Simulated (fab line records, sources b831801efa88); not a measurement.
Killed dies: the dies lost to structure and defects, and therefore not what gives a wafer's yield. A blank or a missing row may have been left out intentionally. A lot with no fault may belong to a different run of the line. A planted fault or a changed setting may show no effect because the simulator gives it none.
Which of the tools did it? / flow sky130 / 39 wafers from 13 lots sampled at 5 of the route's 708 steps

WHAT THE GAUGES READ, wafer by wafer
SKY_NWELL_TW_MEAS_26. Usual: NWELL_2_TW typically reads 494, with standard deviation 3.8.
lot=L707; measured=day 5 06:49; on=film-metro-02; NWELL_2_TW=490 490 492; flag=
lot=L708; measured=day 5 11:23; on=film-metro-02; NWELL_2_TW=490 490 488; flag=
lot=L709; measured=day 5 18:06; on=film-metro-02; NWELL_2_TW=490 488 489; flag=
lot=L712; measured=day 6 11:20; on=film-metro-03; NWELL_2_TW=501 500 501; flag=
lot=L714; measured=day 6 21:13; on=film-metro-02; NWELL_2_TW=495 493 494; flag=
lot=L715; measured=day 7 02:29; on=film-metro-01; NWELL_2_TW=493 491 495; flag=
lot=L716; measured=day 7 04:02; on=film-metro-02; NWELL_2_TW=492 493 495; flag=
lot=L718; measured=day 7 12:12; on=film-metro-02; NWELL_2_TW=493 492 491; flag=
lot=L719; measured=day 7 15:47; on=film-metro-01; NWELL_2_TW=490 490 489; flag=
lot=L723; measured=day 8 05:58; on=film-metro-03; NWELL_2_TW=498 503 502; flag=
lot=L728; measured=day 14 07:10; on=film-metro-01; NWELL_2_TW=493 490 491; flag=
lot=L730; measured=day 14 07:38; on=film-metro-01; NWELL_2_TW=494 493 490; flag=
lot=L729; measured=day 14 08:07; on=film-metro-02; NWELL_2_TW=495 498 495; flag=

SKY_VT_ADJUST_LVTN_TW_MEAS_10. Usual: VT_ADJUST_LVTN_TW typically reads 242.2, with standard deviation 2.1.
lot=L707; measured=day 6 15:51; on=film-metro-04; VT_ADJUST_LVTN_TW=243.5 243.6 243.6; flag=
lot=L708; measured=day 6 18:47; on=film-metro-02; VT_ADJUST_LVTN_TW=241.7 240.7 241.1; flag=
lot=L709; measured=day 7 01:26; on=film-metro-02; VT_ADJUST_LVTN_TW=240.2 239.4 240.4; flag=
lot=L712; measured=day 7 15:38; on=film-metro-03; VT_ADJUST_LVTN_TW=243.7 243.7 245.5; flag=
lot=L714; measured=day 7 23:15; on=film-metro-03; VT_ADJUST_LVTN_TW=244.6 244.6 244.5; flag=
lot=L715; measured=day 8 04:29; on=film-metro-03; VT_ADJUST_LVTN_TW=242.5 244.4 243.8; flag=
lot=L716; measured=day 8 05:26; on=film-metro-04; VT_ADJUST_LVTN_TW=242.9 243.2 242.7; flag=
lot=L718; measured=day 8 11:37; on=film-metro-04; VT_ADJUST_LVTN_TW=243.3 242.7 243.4; flag=
lot=L719; measured=day 8 15:08; on=film-metro-02; VT_ADJUST_LVTN_TW=239.7 238.7 238.9; flag=
lot=L723; measured=day 9 09:35; on=film-metro-04; VT_ADJUST_LVTN_TW=238.2 238.9 238.3; flag=
lot=L728; measured=day 16 12:51; on=film-metro-03; VT_ADJUST_LVTN_TW=243.4 243.8 243.3; flag=
lot=L730; measured=day 16 14:00; on=film-metro-03; VT_ADJUST_LVTN_TW=242.1 243.5 242.3; flag=
lot=L729; measured=day 16 14:21; on=film-metro-02; VT_ADJUST_LVTN_TW=239.5 240.6 240.5; flag=

SKY_VT_ADJUST_LVTN_OVL_MEAS_18. Usual: VT_ADJUST_LVTN_01_OVL typically reads -0.2 nm, with standard deviation 1.4.
lot=L707; measured=day 7 05:47; on=overlay-02; VT_ADJUST_LVTN_01_OVL (nm)=-0.4 -2.1 0.7; flag=
lot=L708; measured=day 7 08:29; on=overlay-01; VT_ADJUST_LVTN_01_OVL (nm)=1.1 0.2 1.9; flag=
lot=L709; measured=day 7 14:43; on=overlay-01; VT_ADJUST_LVTN_01_OVL (nm)=0.3 -1.0 -0.3; flag=
lot=L712; measured=day 8 02:56; on=overlay-01; VT_ADJUST_LVTN_01_OVL (nm)=-0.5 -1.0 -0.1; flag=
lot=L714; measured=day 8 09:52; on=overlay-01; VT_ADJUST_LVTN_01_OVL (nm)=1.2 1.0 0.2; flag=
lot=L715; measured=day 8 14:29; on=overlay-01; VT_ADJUST_LVTN_01_OVL (nm)=-1.1 0.9 1.2; flag=
lot=L716; measured=day 8 15:49; on=overlay-02; VT_ADJUST_LVTN_01_OVL (nm)=-2.2 -3.8 -3.0; flag=
lot=L718; measured=day 8 20:34; on=overlay-02; VT_ADJUST_LVTN_01_OVL (nm)=-1.0 0.7 0.6; flag=
lot=L719; measured=day 9 00:32; on=overlay-01; VT_ADJUST_LVTN_01_OVL (nm)=-3.4 -3.2 -2.7; flag=
lot=L723; measured=day 10 02:15; on=overlay-01; VT_ADJUST_LVTN_01_OVL (nm)=-0.9 -0.9 -0.6; flag=
lot=L728; measured=day 17 17:01; on=overlay-01; VT_ADJUST_LVTN_01_OVL (nm)=-2.0 0.5 -0.4; flag=
lot=L730; measured=day 17 17:19; on=overlay-02; VT_ADJUST_LVTN_01_OVL (nm)=-0.3 -1.5 0.5; flag=
lot=L729; measured=day 17 18:20; on=overlay-01; VT_ADJUST_LVTN_01_OVL (nm)=-0.2 1.0 0.7; flag=

SKY_SONOS_ONO_THK_MEAS_03. Usual: SONOS_ONO_CVD_02_THK typically reads 10.53 nm, with standard deviation 0.12.
lot=L707; measured=day 9 13:25; on=film-metro-03; SONOS_ONO_CVD_02_THK (nm)=10.57 10.54 10.52; flag=
lot=L708; measured=day 9 21:01; on=film-metro-03; SONOS_ONO_CVD_02_THK (nm)=10.58 10.45 10.42; flag=
lot=L709; measured=day 10 05:12; on=film-metro-01; SONOS_ONO_CVD_02_THK (nm)=10.60 10.66 10.52; flag=
lot=L712; measured=day 10 22:27; on=film-metro-04; SONOS_ONO_CVD_02_THK (nm)=10.73 10.66 10.73; flag=
lot=L714; measured=day 11 10:25; on=film-metro-03; SONOS_ONO_CVD_02_THK (nm)=10.46 10.36 10.41; flag=
lot=L715; measured=day 11 18:24; on=film-metro-04; SONOS_ONO_CVD_02_THK (nm)=10.58 10.76 10.61; flag=
lot=L716; measured=day 11 22:27; on=film-metro-03; SONOS_ONO_CVD_02_THK (nm)=10.53 10.57 10.53; flag=
lot=L718; measured=day 12 10:19; on=film-metro-03; SONOS_ONO_CVD_02_THK (nm)=10.51 10.50 10.43; flag=
lot=L719; measured=day 12 14:32; on=film-metro-01; SONOS_ONO_CVD_02_THK (nm)=10.35 10.48 10.40; flag=
lot=L723; measured=day 14 01:44; on=film-metro-01; SONOS_ONO_CVD_02_THK (nm)=8.38 8.41 8.36; flag=OFF
lot=L728; measured=day 22 21:45; on=film-metro-03; SONOS_ONO_CVD_02_THK (nm)=10.42 10.29 10.52; flag=
lot=L730; measured=day 22 21:45; on=film-metro-04; SONOS_ONO_CVD_02_THK (nm)=10.56 10.51 10.57; flag=
lot=L729; measured=day 22 21:45; on=film-metro-01; SONOS_ONO_CVD_02_THK (nm)=10.43 10.33 10.30; flag=

EACH LOT AND THE TOOL THAT RAN IT (in order: tool; ch and the chambers of the sampled wafers; start)
lot=L707; SKY_SONOS_ONO_CVD_02=lpcvd-02 ch 1, day 9 12:22
lot=L708; SKY_SONOS_ONO_CVD_02=lpcvd-02 ch 1, day 9 19:58
lot=L709; SKY_SONOS_ONO_CVD_02=lpcvd-02 ch 0, day 10 04:09
lot=L712; SKY_SONOS_ONO_CVD_02=lpcvd-02 ch 1, day 10 21:24
lot=L714; SKY_SONOS_ONO_CVD_02=lpcvd-02 ch 1, day 11 09:22
lot=L715; SKY_SONOS_ONO_CVD_02=lpcvd-02 ch 1, day 11 17:20
lot=L716; SKY_SONOS_ONO_CVD_02=lpcvd-02 ch 0, day 11 21:23
lot=L718; SKY_SONOS_ONO_CVD_02=lpcvd-02 ch 0, day 12 08:45
lot=L719; SKY_SONOS_ONO_CVD_02=lpcvd-02 ch 0, day 12 13:28
lot=L723; SKY_SONOS_ONO_CVD_02=lpcvd-02 ch 0, day 14 00:41
lot=L728; SKY_SONOS_ONO_CVD_02=lpcvd-02 ch 1, day 22 20:41
lot=L730; SKY_SONOS_ONO_CVD_02=lpcvd-02 ch 0, day 22 20:41
lot=L729; SKY_SONOS_ONO_CVD_02=lpcvd-02 ch 0, day 22 20:41
- SKY_SONOS_ONO_CVD_02: deposits Si3N4 from DCS/NH3, target thk 10.5 nm, time 180 s.

WHAT THE TOOLS THEMSELVES READ (means of the sampled wafers that have a number; where no wafer has one, the mark that the record gives instead)
SKY_SONOS_ONO_CVD_02. Usual: spike-tc-bottom-C 790.4 C, standard deviation 1.5; spike-tc-centre-C 769.7 C, standard deviation 0.98; spike-tc-lower-C 769.7 C, standard deviation 1.1; spike-tc-top-C 787.2 C, standard deviation 0.96; spike-tc-upper-C 769.8 C, standard deviation 1.1.
lot=L707; tool=lpcvd-02; spike-tc-bottom-C (C)=789.1; spike-tc-centre-C (C)=770.0; spike-tc-lower-C (C)=769.8; spike-tc-top-C (C)=786.3; spike-tc-upper-C (C)=769.9; flag=
lot=L708; tool=lpcvd-02; spike-tc-bottom-C (C)=788.8; spike-tc-centre-C (C)=770.3; spike-tc-lower-C (C)=769.9; spike-tc-top-C (C)=787.0; spike-tc-upper-C (C)=769.7; flag=
lot=L709; tool=lpcvd-02; spike-tc-bottom-C (C)=791.8; spike-tc-centre-C (C)=770.2; spike-tc-lower-C (C)=770.3; spike-tc-top-C (C)=786.9; spike-tc-upper-C (C)=769.6; flag=
lot=L712; tool=lpcvd-02; spike-tc-bottom-C (C)=789.3; spike-tc-centre-C (C)=769.7; spike-tc-lower-C (C)=768.6; spike-tc-top-C (C)=787.3; spike-tc-upper-C (C)=771.0; flag=
lot=L714; tool=lpcvd-02; spike-tc-bottom-C (C)=789.3; spike-tc-centre-C (C)=769.7; spike-tc-lower-C (C)=769.5; spike-tc-top-C (C)=787.2; spike-tc-upper-C (C)=770.1; flag=
lot=L715; tool=lpcvd-02; spike-tc-bottom-C (C)=789.2; spike-tc-centre-C (C)=769.5; spike-tc-lower-C (C)=769.9; spike-tc-top-C (C)=787.1; spike-tc-upper-C (C)=770.8; flag=
lot=L716; tool=lpcvd-02; spike-tc-bottom-C (C)=792.2; spike-tc-centre-C (C)=770.1; spike-tc-lower-C (C)=769.5; spike-tc-top-C (C)=787.9; spike-tc-upper-C (C)=769.4; flag=
lot=L718; tool=lpcvd-02; spike-tc-bottom-C (C)=790.4; spike-tc-centre-C (C)=770.7; spike-tc-lower-C (C)=769.6; spike-tc-top-C (C)=787.9; spike-tc-upper-C (C)=768.9; flag=
lot=L719; tool=lpcvd-02; spike-tc-bottom-C (C)=790.6; spike-tc-centre-C (C)=769.7; spike-tc-lower-C (C)=769.8; spike-tc-top-C (C)=786.4; spike-tc-upper-C (C)=769.1; flag=
lot=L723; tool=lpcvd-02; spike-tc-bottom-C (C)=779.3; spike-tc-centre-C (C)=756.6; spike-tc-lower-C (C)=757.3; spike-tc-top-C (C)=775.8; spike-tc-upper-C (C)=756.0; flag=OFF
lot=L728; tool=lpcvd-02; spike-tc-bottom-C (C)=789.9; spike-tc-centre-C (C)=770.0; spike-tc-lower-C (C)=769.6; spike-tc-top-C (C)=787.1; spike-tc-upper-C (C)=770.1; flag=
lot=L730; tool=lpcvd-02; spike-tc-bottom-C (C)=791.3; spike-tc-centre-C (C)=768.9; spike-tc-lower-C (C)=768.5; spike-tc-top-C (C)=786.9; spike-tc-upper-C (C)=769.7; flag=
lot=L729; tool=lpcvd-02; spike-tc-bottom-C (C)=792.7; spike-tc-centre-C (C)=768.6; spike-tc-lower-C (C)=770.4; spike-tc-top-C (C)=787.9; spike-tc-upper-C (C)=769.6; flag=

THE ANSWER, worked out from the rows above alone
Rule: a lot counts as off when the mean over its wafers that have a number is more than 3 standard deviations away from the usual mean. A lot without any number at a reading at which 4 lots or more have one is off too. Where the step has rows for the other lots, those lots are counted as sound. First the gauges in route order, then the tools' own readings, where a lot's mean is used as printed above. At the first step where some lot is off, the reading lying furthest off is the one used; lots without a number count as furthest.
Off: L723, at SKY_SONOS_ONO_THK_MEAS_03 (SONOS_ONO_CVD_02_THK).
If a tool, at a process step before that reading, ran all the lots that are off and no sound lot after the first of them, it fits. The gauges at SKY_SONOS_ONO_THK_MEAS_03 aren't tried: what is off there is off at SKY_SONOS_ONO_CVD_02 too, on other tools, and a gauge's error can't cause that. Not one of the candidates tried fits.

WHAT WAS PUT IN BY THE SIMULATOR
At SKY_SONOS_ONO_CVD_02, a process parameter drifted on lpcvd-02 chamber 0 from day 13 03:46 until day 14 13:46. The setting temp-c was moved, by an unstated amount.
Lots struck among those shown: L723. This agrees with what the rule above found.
